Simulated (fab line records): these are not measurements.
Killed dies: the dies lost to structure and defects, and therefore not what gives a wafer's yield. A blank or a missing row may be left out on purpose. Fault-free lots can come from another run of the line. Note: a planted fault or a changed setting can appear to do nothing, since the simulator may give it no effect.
fab line records | flow gf180mcu | part 1 of 2: steps 1 to 27 of 38
record: lots: 5 | wafers: 15 | last-day: 34
route steps=602 shown SAB@271 SALICIDE@278 CONTACT@287
lots that met no fault: taken from a fault-free run of the same line
start-h: hours from the record's opening day to when the first of the lot's shown wafers began | wait-h: time in hours since the lot's previous step | " repeats the value in the row above | L1.1+2: one row covering several wafers at once | - either no value or no given start | * or withheld: withheld | < > ~ a bound
route shown NAME@n: names a module that has steps shown in the file, with the first one's number in the route | usual: average and standard deviation across the fault-free wafers | same: alike in all rows | chamber/n: place in a boat | sites: the reading at each site | _std_site: their standard deviation | _edge_site: mean of outer sites minus mean of inner sites | radius-mm: how far each site lies from the wafer's centre | mask NAME#n: copy n | behind: tool/chamber where the wafer was last shaped | hold: cause of the lot's hold/its duration in hours/its outcome | device: whichever transistor did not switch (one of n, p or np) | end of line: at the end of the route, the tests of the same wafers | a step without rows: its recipe alone | killed: at the first sort, the dies lost to defects and structure; wafer yield is something else | map: per-die view of a wafer (x killed, . not killed, _ where there is no die)
set.NAME: the setting as run; set.NAME@STEP: as run at that earlier step | model.NAME: the simulator's own value behind a step, which no gauge read
a table for each step, a row for each wafer; lots at some steps of the route
services: from which hour (start-h, from the record's first day; less than 0 if before it) a tool's chamber was out of use, for how many hours, and why
== steps ==
step: GF_SAB_PEB_07
recipe: temp-c: withheld | time-s: * | resist: NOVOLAK
usual: chill-plate-temp-C: *
lot.wafer | tool           | chamber | start-h | wait-h | chill-plate-temp-C
L075.1    | litho-track-01 | 0       | -       | -      | *
L075.4    | "              | 0       | "       | "      | *
L075.6    | "              | 0       | "       | "      | *
L076.2    | litho-track-03 | 0       | -       | -      | *
L076.4    | "              | 0       | "       | "      | *
L076.6    | "              | 0       | "       | "      | *
L080.3    | litho-track-02 | 0       | -       | -      | *
L080.5    | "              | 0       | "       | "      | *
L080.6    | "              | 0       | "       | "      | *
L094.1    | litho-track-03 | 0       | -       | -      | *
L094.3    | "              | 0       | "       | "      | *
L094.4    | "              | 0       | "       | "      | *
L096.1    | litho-track-03 | 0       | -       | -      | *
L096.2    | "              | 0       | "       | "      | *
L096.6    | "              | 0       | "       | "      | *
step: GF_SAB_DEVELOP_08
recipe: develop-time-s: 60 | dev-temp-c: 23
usual: chill-plate-temp-C: 23.03/0.11
same: develop-time-s: 60
lot.wafer | tool           | chamber | start-h | wait-h | chill-plate-temp-C
L075.1    | litho-track-01 | 0       | 352.51  | 0.1    | 22.87
L075.4    | "              | 0       | "       | "      | 22.88
L075.6    | "              | 0       | "       | "      | 22.87
L076.2    | litho-track-03 | 0       | 365.45  | 0.1    | 23.00
L076.4    | "              | 0       | "       | "      | 23.24
L076.6    | "              | 0       | "       | "      | 23.16
L080.3    | litho-track-02 | 0       | 406.88  | 0.1    | 23.18
L080.5    | "              | 0       | "       | "      | 23.23
L080.6    | "              | 0       | "       | "      | 23.14
L094.1    | litho-track-03 | 0       | 529.52  | 0.1    | 22.88
L094.3    | "              | 0       | "       | "      | 22.91
L094.4    | "              | 0       | "       | "      | 22.94
L096.1    | litho-track-03 | 0       | 538.37  | 0.1    | 22.97
L096.2    | "              | 0       | "       | "      | 23.13
L096.6    | "              | 0       | "       | "      | 22.94
step: GF_SAB_CD_MEAS_09
recipe: target-cd-nm: 420
usual: cd-nm: 420.3/2.4
lot.wafer | tool      | chamber | start-h | wait-h | cd-nm
L075.1    | cd-sem-01 | -       | 352.66  | 0.1    | 419.4
L075.4    | "         | -       | "       | "      | 420.6
L075.6    | "         | -       | "       | "      | 418.2
L076.2    | cd-sem-02 | -       | 365.60  | 0.1    | 415.8
L076.4    | "         | -       | "       | "      | 417.9
L076.6    | "         | -       | "       | "      | 417.0
L080.3    | cd-sem-01 | -       | 407.02  | 0.1    | 418.5
L080.5    | "         | -       | "       | "      | 423.2
L080.6    | "         | -       | "       | "      | 421.4
L094.1    | cd-sem-01 | -       | 529.67  | 0.1    | 420.1
L094.3    | "         | -       | "       | "      | 418.7
L094.4    | "         | -       | "       | "      | 419.9
L096.1    | cd-sem-01 | -       | 538.52  | 0.1    | 419.7
L096.2    | "         | -       | "       | "      | 420.7
L096.6    | "         | -       | "       | "      | 422.1
step: GF_SAB_OVL_MEAS_10
usual: SAB_OVL: 0.9/1.8
lot.wafer | tool       | chamber | start-h | wait-h | SAB_OVL[nm]
L075.1    | overlay-01 | -       | 352.78  | 0.1    | 0.4
L075.4    | "          | -       | "       | "      | 2.4
L075.6    | "          | -       | "       | "      | -0.2
L076.2    | overlay-02 | -       | 365.70  | 0.1    | 1.7
L076.4    | "          | -       | "       | "      | 3.7
L076.6    | "          | -       | "       | "      | 1.9
L080.3    | overlay-01 | -       | 407.11  | 0.1    | 2.9
L080.5    | "          | -       | "       | "      | 2.3
L080.6    | "          | -       | "       | "      | 2.3
L094.1    | overlay-02 | -       | 529.79  | 0.1    | 1.3
L094.3    | "          | -       | "       | "      | 2.7
L094.4    | "          | -       | "       | "      | 0.9
L096.1    | overlay-01 | -       | 538.64  | 0.1    | 5.0
L096.2    | "          | -       | "       | "      | 3.1
L096.6    | "          | -       | "       | "      | 1.4
step: GF_SAB_ETCH_11
recipe: chemistry: C4F8/O2/Ar | mask-material: NOVOLAK | target: SiO2 | target-depth-nm: 55 | source-w: 1500 | bias-w: 1200 | pressure-mtorr: 40 | c4f8-flow-sccm: withheld | O2_flow_sccm: 6 | Ar_flow_sccm: 300 | time-s: 8.5
usual: oes-product-au: 1.003/0.014
lot.wafer | tool        | chamber | start-h | wait-h | oes-product-au | rf-hours-counter-h
L075.1    | rie-diel-02 | 3       | 352.82  | 0.0    | 1.012          | 1
L075.4    | "           | 1       | "       | "      | 0.994          | 71
L075.6    | "           | 3       | "       | "      | 1.003          | -
L076.2    | rie-diel-02 | 1       | 365.73  | 0.0    | 0.996          | 72
L076.4    | "           | 2       | "       | "      | 1.017          | 18
L076.6    | "           | 0       | "       | "      | 0.990          | -
L080.3    | rie-diel-04 | 1       | 407.14  | 0.0    | 0.995          | 68
L080.5    | "           | 0       | "       | "      | 1.021          | -
L080.6    | "           | 1       | "       | "      | 0.979          | -
L094.1    | rie-diel-04 | 1       | 529.83  | 0.0    | 0.985          | 71
L094.3    | "           | 0       | "       | "      | 1.028          | 9
L094.4    | "           | 2       | "       | "      | 1.010          | 5
L096.1    | rie-diel-03 | 2       | 538.68  | 0.0    | 0.991          | 57
L096.2    | "           | 3       | "       | "      | 1.010          | 3
L096.6    | "           | 0       | "       | "      | 1.009          | -
step: GF_SAB_WET_ETCH_12
recipe: chemistry: dHF | target-depth-nm: 22 | dry: n2-spin | target: SiO2 | temp-c: 25 | dilution: 100:1 | time-s: 440
lot.wafer  | tool         | chamber | start-h | wait-h
L075.1+4+6 | wet-bench-03 | 2       | 352.84  | 0.0
L076.2+4+6 | wet-bench-04 | 1       | 365.75  | 0.0
L080.3+5+6 | wet-bench-02 | 2       | 407.16  | 0.0
L094.1+3+4 | wet-bench-04 | 2       | 529.85  | 0.0
L096.1+2+6 | wet-bench-04 | 3       | 538.70  | 0.0
step: GF_SAB_STRIP_13
recipe: chemistry: O2/N2 | power-w: 1400 | pressure-mtorr: 1500 | platen-temp-c: 250 | o2-flow-sccm: 3000 | n2-flow-sccm: 300 | overash-fraction: 0.5
usual: drypump-motor-current-A: 5.49/0.26 | heater-power-w: 318/30 | oes-product-au: 0.709/0.0046 | strip-time-to-endpoint-s: 12.63/0.033
lot.wafer | tool            | chamber | start-h | wait-h | drypump-motor-current-A | heater-power-w | oes-product-au | rf-hours-counter-h | strip-time-to-endpoint-s
L075.1    | plasma-asher-02 | 1       | 352.97  | 0.0    | 5.58                    | 261            | 0.713          | 19                 | 12.58
L075.4    | "               | 1       | "       | "      | 5.56                    | 260            | 0.711          | -                  | 12.63
L075.6    | "               | 1       | "       | "      | 5.59                    | 261            | 0.705          | -                  | 12.63
L076.2    | plasma-asher-03 | 0       | 365.89  | 0.0    | 5.08                    | 303            | 0.708          | 61                 | 12.62
L076.4    | "               | 0       | "       | "      | 5.08                    | 302            | 0.711          | -                  | 12.62
L076.6    | "               | 1       | "       | "      | 5.56                    | 299            | 0.717          | -                  | 12.63
L080.3    | plasma-asher-03 | 0       | 407.33  | 0.0    | 5.10                    | 308            | 0.716          | -                  | 12.67
L080.5    | "               | 0       | "       | "      | 5.08                    | 312            | 0.709          | -                  | 12.65
L080.6    | "               | 1       | "       | "      | 5.60                    | 305            | 0.703          | -                  | 12.67
L094.1    | plasma-asher-03 | 0       | 529.98  | 0.0    | 5.12                    | 311            | 0.705          | 80                 | 12.69
L094.3    | "               | 1       | "       | "      | 5.56                    | 314            | 0.712          | -                  | 12.67
L094.4    | "               | 0       | "       | "      | 5.10                    | 313            | 0.705          | -                  | 12.69
L096.1    | plasma-asher-02 | 1       | 538.83  | 0.0    | 5.60                    | 261            | 0.714          | 36                 | 12.62
L096.2    | "               | 0       | "       | "      | 5.81                    | 348            | 0.717          | 36                 | 12.62
L096.6    | "               | 0       | "       | "      | 5.83                    | 356            | 0.703          | -                  | 12.67
step: GF_SALICIDE_CLEAN_00
recipe: chemistry: SC1/SC2 | mix: 1:4:20 | temp-c: 70 | time-s: 150
lot.wafer  | tool         | chamber | start-h | wait-h
L075.1+4+6 | wet-bench-01 | 3       | 353.07  | 0.1
L076.2+4+6 | wet-bench-01 | 0       | 365.99  | 0.1
L080.3+5+6 | wet-bench-04 | 1       | 407.40  | 0.0
L094.1+3+4 | wet-bench-01 | 2       | 530.08  | 0.1
L096.1+2+6 | wet-bench-03 | 2       | 538.93  | 0.1
step: GF_SALICIDE_WET_ETCH_01
recipe: chemistry: dHF | target-depth-nm: 5 | dry: ipa-marangoni | target: SiO2 | temp-c: 25 | dilution: 100:1 | time-s: 100
lot.wafer  | tool         | chamber | start-h | wait-h
L075.1+4+6 | wet-bench-03 | 0       | 353.12  | 0.0
L076.2+4+6 | wet-bench-04 | 1       | 366.04  | 0.0
L080.3+5+6 | wet-bench-01 | 1       | 407.45  | 0.0
L094.1+3+4 | wet-bench-03 | 0       | 530.13  | 0.0
L096.1+2+6 | wet-bench-01 | 3       | 538.98  | 0.0
step: GF_SALICIDE_SPUTTER_02
recipe: material: Co | target-thk-nm: 10 | power-w: 1000 | time-s: 20 | chamber-pressure-pa: 0.4
usual: throttle-valve-pct: 29.9/1
lot.wafer | tool           | chamber | start-h | wait-h | throttle-valve-pct
L075.1    | pvd-sputter-02 | -       | 353.16  | 0.0    | 29.5
L075.4    | "              | -       | "       | "      | 30.9
L075.6    | "              | -       | "       | "      | 29.1
L076.2    | pvd-sputter-02 | -       | 366.08  | 0.0    | 28.1
L076.4    | "              | -       | "       | "      | 29.4
L076.6    | "              | -       | "       | "      | 29.6
L080.3    | pvd-sputter-02 | -       | 407.49  | 0.0    | 29.3
L080.5    | "              | -       | "       | "      | 31.2
L080.6    | "              | -       | "       | "      | 29.3
L094.1    | pvd-sputter-03 | -       | 530.17  | 0.0    | 30.5
L094.3    | "              | -       | "       | "      | 31.8
L094.4    | "              | -       | "       | "      | 30.1
L096.1    | pvd-sputter-02 | -       | 539.02  | 0.0    | 31.0
L096.2    | "              | -       | "       | "      | 28.0
L096.6    | "              | -       | "       | "      | 29.4
step: GF_SALICIDE_SPUTTER_03
recipe: material: TiN | target-thk-nm: 20 | power-w: 6500 | time-s: 16.7 | chamber-pressure-pa: 0.4
usual: throttle-valve-pct: 29.9/1
lot.wafer | tool           | chamber | start-h | wait-h | throttle-valve-pct
L075.1    | pvd-sputter-02 | -       | 353.19  | 0.0    | 29.6
L075.4    | "              | -       | "       | "      | 30.9
L075.6    | "              | -       | "       | "      | 29.2
L076.2    | pvd-sputter-02 | -       | 366.11  | 0.0    | 28.3
L076.4    | "              | -       | "       | "      | 29.5
L076.6    | "              | -       | "       | "      | 29.5
L080.3    | pvd-sputter-02 | -       | 407.52  | 0.0    | 29.3
L080.5    | "              | -       | "       | "      | 31.2
L080.6    | "              | -       | "       | "      | 29.0
L094.1    | pvd-sputter-03 | -       | 530.19  | 0.0    | 30.5
L094.3    | "              | -       | "       | "      | 31.7
L094.4    | "              | -       | "       | "      | 30.1
L096.1    | pvd-sputter-02 | -       | 539.04  | 0.0    | 30.8
L096.2    | "              | -       | "       | "      | 28.2
L096.6    | "              | -       | "       | "      | 29.5
step: GF_SALICIDE_RS_MEAS_04
recipe: thk-meas-gauge: four-point-probe | reads: TiN_of_SALICIDE_SPUTTER_03+Co_of_SALICIDE_SPUTTER_02
usual: SALICIDE_TIN_RS: 16.4/0.31
lot.wafer | tool          | chamber | start-h | wait-h | SALICIDE_TIN_RS[ohm/sq]
L075.1    | film-metro-03 | -       | 353.21  | 0.0    | 15.9
L075.4    | "             | -       | "       | "      | 16.0
L075.6    | "             | -       | "       | "      | 15.9
L076.2    | film-metro-03 | -       | 366.16  | 0.0    | 16.7
L076.4    | "             | -       | "       | "      | 16.2
L076.6    | "             | -       | "       | "      | 16.2
L080.3    | film-metro-03 | -       | 407.59  | 0.1    | 16.2
L080.5    | "             | -       | "       | "      | 16.0
L080.6    | "             | -       | "       | "      | 16.4
L094.1    | film-metro-03 | -       | 530.22  | 0.0    | 16.0
L094.3    | "             | -       | "       | "      | 16.0
L094.4    | "             | -       | "       | "      | 16.5
L096.1    | film-metro-02 | -       | 539.07  | 0.0    | 16.5
L096.2    | "             | -       | "       | "      | 16.8
L096.6    | "             | -       | "       | "      | 17.1
step: GF_SALICIDE_THK_MEAS_05
recipe: thk-meas-gauge: xrf | reads: TiN_of_SALICIDE_SPUTTER_03
usual: SALICIDE_TIN_THK: 20.20/0.3
lot.wafer | tool          | chamber | start-h | wait-h | SALICIDE_TIN_THK[nm]
L075.1    | film-metro-03 | -       | 353.33  | 0.1    | 20.52
L075.4    | "             | -       | "       | "      | 20.44
L075.6    | "             | -       | "       | "      | 20.58
L076.2    | film-metro-03 | -       | 366.27  | 0.1    | 19.97
L076.4    | "             | -       | "       | "      | 20.11
L076.6    | "             | -       | "       | "      | 20.13
L080.3    | film-metro-03 | -       | 407.69  | 0.1    | 20.27
L080.5    | "             | -       | "       | "      | 20.20
L080.6    | "             | -       | "       | "      | 20.39
L094.1    | film-metro-03 | -       | 530.34  | 0.1    | 20.68
L094.3    | "             | -       | "       | "      | 20.62
L094.4    | "             | -       | "       | "      | 20.39
L096.1    | film-metro-02 | -       | 539.19  | 0.1    | 20.37
L096.2    | "             | -       | "       | "      | 20.21
L096.6    | "             | -       | "       | "      | 20.21
step: GF_SALICIDE_RTA_06
recipe: temp-c: 530 | time-s: 30 | ambient: N2
usual: lamp-power-pct: 6.58/0.086 | wafer_temp_C_max: 533.7/0.83
lot.wafer | tool          | chamber | start-h | wait-h | lamp-power-pct | wafer_temp_C_max
L075.1    | rtp-anneal-02 | 0       | 353.39  | 0.1    | 6.50           | 534.3
L075.4    | "             | 0       | "       | "      | 6.48           | 534.6
L075.6    | "             | 0       | "       | "      | 6.49           | 534.0
L076.2    | rtp-anneal-02 | 0       | 366.33  | 0.1    | 6.48           | 534.4
L076.4    | "             | 0       | "       | "      | 6.48           | 534.3
L076.6    | "             | 0       | "       | "      | 6.49           | 533.4
L080.3    | rtp-anneal-01 | 0       | 407.76  | 0.1    | 6.66           | 533.6
L080.5    | "             | 0       | "       | "      | 6.66           | 533.0
L080.6    | "             | 0       | "       | "      | 6.66           | 533.7
L094.1    | rtp-anneal-02 | 0       | 530.40  | 0.1    | 6.49           | 533.2
L094.3    | "             | 0       | "       | "      | 6.49           | 534.2
L094.4    | "             | 0       | "       | "      | 6.49           | 533.1
L096.1    | rtp-anneal-01 | 0       | 539.25  | 0.1    | 6.65           | 536.4
L096.2    | "             | 0       | "       | "      | 6.66           | 533.8
L096.6    | "             | 0       | "       | "      | 6.67           | 532.5
step: GF_SALICIDE_WET_ETCH_07
recipe: chemistry: SPM | target-depth-nm: 120 | dry: n2-spin
lot.wafer  | tool         | chamber | start-h | wait-h
L075.1+4+6 | wet-bench-01 | 1       | 353.49  | 0.1
L076.2+4+6 | wet-bench-04 | 3       | 366.42  | 0.1
L080.3+5+6 | wet-bench-03 | 3       | 407.83  | 0.1
L094.1+3+4 | wet-bench-04 | 2       | 530.50  | 0.1
L096.1+2+6 | wet-bench-03 | 0       | 539.35  | 0.1
step: GF_SALICIDE_RTA_08
recipe: temp-c: 800 | time-s: 30 | ambient: N2
usual: lamp-power-pct: 18.21/0.24 | wafer_temp_C_max: 806.0/1.2
lot.wafer | tool          | chamber | start-h | wait-h | lamp-power-pct | wafer_temp_C_max
L075.1    | rtp-anneal-01 | 0       | 353.58  | 0.0    | 18.50          | 804.8
L075.4    | "             | 0       | "       | "      | 18.49          | 804.0
L075.6    | "             | 0       | "       | "      | 18.48          | 807.7
L076.2    | rtp-anneal-01 | 0       | 366.55  | 0.0    | 18.50          | 805.2
L076.4    | "             | 0       | "       | "      | 18.48          | 805.3
L076.6    | "             | 0       | "       | "      | 18.47          | 806.0
L080.3    | rtp-anneal-02 | 0       | 407.95  | 0.0    | 18.00          | 807.3
L080.5    | "             | 0       | "       | "      | 18.00          | 807.9
L080.6    | "             | 0       | "       | "      | 18.02          | 806.2
L094.1    | rtp-anneal-01 | 0       | 530.59  | 0.0    | 18.47          | 808.3
L094.3    | "             | 0       | "       | "      | 18.49          | 804.9
L094.4    | "             | 0       | "       | "      | 18.48          | 804.0
L096.1    | rtp-anneal-02 | 0       | 539.44  | 0.0    | 18.03          | 805.4
L096.2    | "             | 0       | "       | "      | 18.03          | 806.1
L096.6    | "             | 0       | "       | "      | 17.99          | 805.3
step: GF_CONTACT_CVD_00
recipe: material: SiO2 | target-thk-nm: 300 | sigma-open-frac: 0.3 | temp-c: 400 | time-s: 50 | sih4-flow-sccm: 60 | pressure-mtorr: 6
usual: pressure-mtorr: 6.000/0.013
lot.wafer | tool      | chamber | start-h | wait-h | pressure-mtorr
L075.1    | hdpcvd-01 | 2       | 353.68  | 0.1    | 6.000
L075.4    | "         | 2       | "       | "      | 5.993
L075.6    | "         | 0       | "       | "      | 6.010
L076.2    | hdpcvd-01 | 0       | 366.72  | 0.1    | 5.999
L076.4    | "         | 1       | "       | "      | 6.008
L076.6    | "         | 0       | "       | "      | 5.991
L080.3    | hdpcvd-02 | 1       | 408.02  | 0.1    | 5.980
L080.5    | "         | 0       | "       | "      | 5.976
L080.6    | "         | 2       | "       | "      | 5.987
L094.1    | hdpcvd-01 | 1       | 530.69  | 0.1    | 6.025
L094.3    | "         | 0       | "       | "      | 5.973
L094.4    | "         | 1       | "       | "      | 6.017
L096.1    | hdpcvd-02 | 1       | 539.54  | 0.1    | 5.987
L096.2    | "         | 0       | "       | "      | 6.003
L096.6    | "         | 2       | "       | "      | 6.007
step: GF_CONTACT_THK_MEAS_01
recipe: reads: SiO2_of_CONTACT_CVD_00
usual: CONTACT_CVD_00_THK: 301/3.1
lot.wafer | tool          | chamber | start-h | wait-h | CONTACT_CVD_00_THK[nm]
L075.1    | film-metro-01 | -       | 353.73  | 0.0    | 299
L075.4    | "             | -       | "       | "      | 299
L075.6    | "             | -       | "       | "      | 305
L076.2    | film-metro-02 | -       | 366.77  | 0.0    | 301
L076.4    | "             | -       | "       | "      | 303
L076.6    | "             | -       | "       | "      | 300
L080.3    | film-metro-02 | -       | 408.08  | 0.0    | 305
L080.5    | "             | -       | "       | "      | 307
L080.6    | "             | -       | "       | "      | 303
L094.1    | film-metro-01 | -       | 530.74  | 0.0    | 297
L094.3    | "             | -       | "       | "      | 306
L094.4    | "             | -       | "       | "      | 298
L096.1    | film-metro-02 | -       | 539.59  | 0.0    | 297
L096.2    | "             | -       | "       | "      | 300
L096.6    | "             | -       | "       | "      | 301
step: GF_CONTACT_CVD_02
recipe: material: SiO2 | target-thk-nm: 860 | precursor: TEOS | temp-c: 400 | time-s: 95.992 | rf-w: 600
usual: heater-power-w: 682/87
lot.wafer | tool     | chamber | start-h | wait-h | heater-power-w
L075.1    | pecvd-01 | 0       | 353.79  | 0.1    | 904
L075.4    | "        | 1       | "       | "      | 556
L075.6    | "        | 0       | "       | "      | 701
L076.2    | pecvd-04 | 1       | 366.82  | 0.0    | 748
L076.4    | "        | 2       | "       | "      | 535
L076.6    | "        | 1       | "       | "      | 792
L080.3    | pecvd-04 | 2       | 408.12  | 0.0    | 611
L080.5    | "        | 1       | "       | "      | 643
L080.6    | "        | 2       | "       | "      | 632
L094.1    | pecvd-04 | 0       | 530.80  | 0.1    | 734
L094.3    | "        | 2       | "       | "      | 577
L094.4    | "        | 1       | "       | "      | 638
L096.1    | pecvd-02 | 0       | 539.65  | 0.1    | 677
L096.2    | "        | 1       | "       | "      | 660
L096.6    | "        | 2       | "       | "      | 571
step: GF_CONTACT_THK_MEAS_03
recipe: reads: SiO2_of_CONTACT_CVD_02
usual: CONTACT_CVD_02_THK: 859/12
lot.wafer | tool          | chamber | start-h | wait-h | CONTACT_CVD_02_THK[nm]
L075.1    | film-metro-02 | -       | 353.86  | 0.0    | 834
L075.4    | "             | -       | "       | "      | 871
L075.6    | "             | -       | "       | "      | 846
L076.2    | film-metro-01 | -       | 366.90  | 0.0    | 852
L076.4    | "             | -       | "       | "      | 845
L076.6    | "             | -       | "       | "      | 870
L080.3    | film-metro-01 | -       | 408.21  | 0.1    | 847
L080.5    | "             | -       | "       | "      | 880
L080.6    | "             | -       | "       | "      | 854
L094.1    | film-metro-02 | -       | 530.87  | 0.0    | 851
L094.3    | "             | -       | "       | "      | 852
L094.4    | "             | -       | "       | "      | 872
L096.1    | film-metro-04 | -       | 539.72  | 0.0    | 857
L096.2    | "             | -       | "       | "      | 857
L096.6    | "             | -       | "       | "      | 862
step: GF_CONTACT_CMP_04
recipe: material: SiO2 | down-force-psi: 4 | platen-rpm: 60 | pad-velocity-m-s: 0.94248
usual: motor-current-A: 12.0/1.3 | time-to-endpoint-s: 111/5.7
lot.wafer | tool   | chamber | start-h | wait-h | motor-current-A | time-to-endpoint-s
L075.4    | cmp-02 | 3       | 354.02  | 0.1    | 13.0            | 106
L075.1    | "      | 0       | "       | "      | 11.1            | 95
L075.6    | "      | 2       | "       | "      | 13.9            | 98
L076.4    | cmp-02 | 1       | 367.00  | 0.1    | 9.8             | 105
L076.2    | "      | 2       | "       | "      | 14.4            | 101
L076.6    | "      | 0       | "       | "      | 11.1            | 115
L080.3    | cmp-01 | 0       | 408.40  | 0.2    | 11.3            | 107
L080.6    | "      | 1       | "       | "      | 12.2            | 108
L080.5    | "      | 2       | "       | "      | 13.7            | 120
L094.1    | cmp-02 | 2       | 530.93  | 0.1    | 13.9            | 107
L094.4    | "      | 3       | "       | "      | 13.5            | 113
L094.3    | "      | 0       | "       | "      | 11.1            | 111
L096.1    | cmp-02 | 0       | 539.78  | 0.1    | 11.1            | 115
L096.2    | "      | 3       | "       | "      | 12.7            | 116
L096.6    | "      | 1       | "       | "      | 9.1             | 125
step: GF_CONTACT_BOW_MEAS_05
recipe: mode: bow
usual: CONTACT_BOW: 65/6.8
lot.wafer | tool          | chamber | start-h | wait-h | CONTACT_BOW[um]
L075.1    | film-metro-01 | -       | 354.22  | 0.1    | 68
L075.4    | "             | -       | "       | "      | 68
L075.6    | "             | -       | "       | "      | 65
L076.2    | film-metro-01 | -       | 367.27  | 0.2    | 72
L076.4    | "             | -       | "       | "      | 63
L076.6    | "             | -       | "       | "      | 77
L080.3    | film-metro-01 | -       | 408.59  | 0.1    | 70
L080.5    | "             | -       | "       | "      | 63
L080.6    | "             | -       | "       | "      | 62
L094.1    | film-metro-02 | -       | 531.23  | 0.2    | 64
L094.3    | "             | -       | "       | "      | 70
L094.4    | "             | -       | "       | "      | 64
L096.1    | film-metro-04 | -       | 540.08  | 0.2    | 62
L096.2    | "             | -       | "       | "      | 66
L096.6    | "             | -       | "       | "      | 66
step: GF_CONTACT_DEHYDRATE_06
recipe: temp-c: 200 | time-s: 60
usual: chill-plate-temp-C: 22.99/0.093
lot.wafer | tool           | chamber | start-h | wait-h | chill-plate-temp-C
L075.1    | litho-track-02 | 0       | 364.88  | 10.6   | 22.96
L075.4    | "              | 0       | "       | "      | 23.03
L075.6    | "              | 0       | "       | "      | 23.23
L076.2    | litho-track-02 | 0       | 378.31  | 11.0   | 23.04
L076.4    | "              | 0       | "       | "      | 23.13
L076.6    | "              | 0       | "       | "      | 23.01
L080.3    | litho-track-02 | 0       | 420.13  | 11.5   | 22.98
L080.5    | "              | 0       | "       | "      | 23.04
L080.6    | "              | 0       | "       | "      | 23.11
L094.1    | litho-track-04 | 0       | 542.09  | 10.8   | 23.00
L094.3    | "              | 0       | "       | "      | 23.05
L094.4    | "              | 0       | "       | "      | 23.07
L096.1    | litho-track-02 | 0       | 551.18  | 11.1   | 23.02
L096.2    | "              | 0       | "       | "      | 22.85
L096.6    | "              | 0       | "       | "      | 22.87
step: GF_CONTACT_HMDS_07
recipe: prime-time-s: 60 | prime-temp-c: 120
usual: chill-plate-temp-C: 22.98/0.1
lot.wafer | tool           | chamber | start-h | wait-h | chill-plate-temp-C
L075.1    | litho-track-02 | 0       | 365.03  | 0.1    | 22.99
L075.4    | "              | 0       | "       | "      | 23.04
L075.6    | "              | 0       | "       | "      | 23.05
L076.2    | litho-track-02 | 0       | 378.46  | 0.1    | 22.95
L076.4    | "              | 0       | "       | "      | 23.02
L076.6    | "              | 0       | "       | "      | 23.03
L080.3    | litho-track-02 | 0       | 420.28  | 0.1    | 22.88
L080.5    | "              | 0       | "       | "      | 22.96
L080.6    | "              | 0       | "       | "      | 22.95
L094.1    | litho-track-04 | 0       | 542.24  | 0.1    | 22.90
L094.3    | "              | 0       | "       | "      | 23.08
L094.4    | "              | 0       | "       | "      | 22.86
L096.1    | litho-track-02 | 0       | 551.33  | 0.1    | 23.00
L096.2    | "              | 0       | "       | "      | 22.94
L096.6    | "              | 0       | "       | "      | 23.01
step: GF_CONTACT_COAT_08
recipe: resist: BARC | temp-c: withheld | time-s: withheld | spin-rpm: withheld | resist-thk-nm: withheld
usual: chill-plate-temp-C: *
lot.wafer | tool           | chamber | start-h | wait-h | chill-plate-temp-C
L075.1    | litho-track-02 | 0       | 365.18  | 0.1    | *
L075.4    | "              | 0       | "       | "      | *
L075.6    | "              | 0       | "       | "      | *
L076.2    | litho-track-02 | 0       | 378.61  | 0.1    | *
L076.4    | "              | 0       | "       | "      | *
L076.6    | "              | 0       | "       | "      | *
L080.3    | litho-track-02 | 0       | 420.43  | 0.1    | *
L080.5    | "              | 0       | "       | "      | *
L080.6    | "              | 0       | "       | "      | *
L094.1    | litho-track-04 | 0       | 542.39  | 0.1    | *
L094.3    | "              | 0       | "       | "      | *
L094.4    | "              | 0       | "       | "      | *
L096.1    | litho-track-02 | 0       | 551.48  | 0.1    | *
L096.2    | "              | 0       | "       | "      | *
L096.6    | "              | 0       | "       | "      | *
step: GF_CONTACT_COAT_09
recipe: resist: KrF | spin-rpm: withheld | resist-thk-nm: 1000
usual: chill-plate-temp-C: 23.03/0.096
lot.wafer | tool           | chamber | start-h | wait-h | chill-plate-temp-C
L075.1    | litho-track-02 | 0       | -       | -      | 22.98
L075.4    | "              | 0       | "       | "      | 22.99
L075.6    | "              | 0       | "       | "      | 23.02
L076.2    | litho-track-02 | 0       | -       | -      | 23.00
L076.4    | "              | 0       | "       | "      | 23.14
L076.6    | "              | 0       | "       | "      | 22.92
L080.3    | litho-track-02 | 0       | -       | -      | 22.96
L080.5    | "              | 0       | "       | "      | 22.99
L080.6    | "              | 0       | "       | "      | 23.02
L094.1    | litho-track-04 | 0       | -       | -      | 23.16
L094.3    | "              | 0       | "       | "      | 23.28
L094.4    | "              | 0       | "       | "      | 23.14
L096.1    | litho-track-02 | 0       | -       | -      | 23.06
L096.2    | "              | 0       | "       | "      | 23.01
L096.6    | "              | 0       | "       | "      | 23.15
step: GF_CONTACT_SOFTBAKE_10
recipe: temp-c: 130 | time-s: 60 | resist: KrF
usual: chill-plate-temp-C: 23.00/0.1
lot.wafer | tool           | chamber | start-h | wait-h | chill-plate-temp-C
L075.1    | litho-track-02 | 0       | -       | -      | 22.81
L075.4    | "              | 0       | "       | "      | 22.90
L075.6    | "              | 0       | "       | "      | 22.93
L076.2    | litho-track-02 | 0       | -       | -      | 22.96
L076.4    | "              | 0       | "       | "      | 22.90
L076.6    | "              | 0       | "       | "      | 22.83
L080.3    | litho-track-02 | 0       | -       | -      | 22.92
L080.5    | "              | 0       | "       | "      | 22.92
L080.6    | "              | 0       | "       | "      | 23.05
L094.1    | litho-track-04 | 0       | -       | -      | 23.01
L094.3    | "              | 0       | "       | "      | 23.10
L094.4    | "              | 0       | "       | "      | 23.00
L096.1    | litho-track-02 | 0       | -       | -      | 22.97
L096.2    | "              | 0       | "       | "      | 23.16
L096.6    | "              | 0       | "       | "      | 23.08
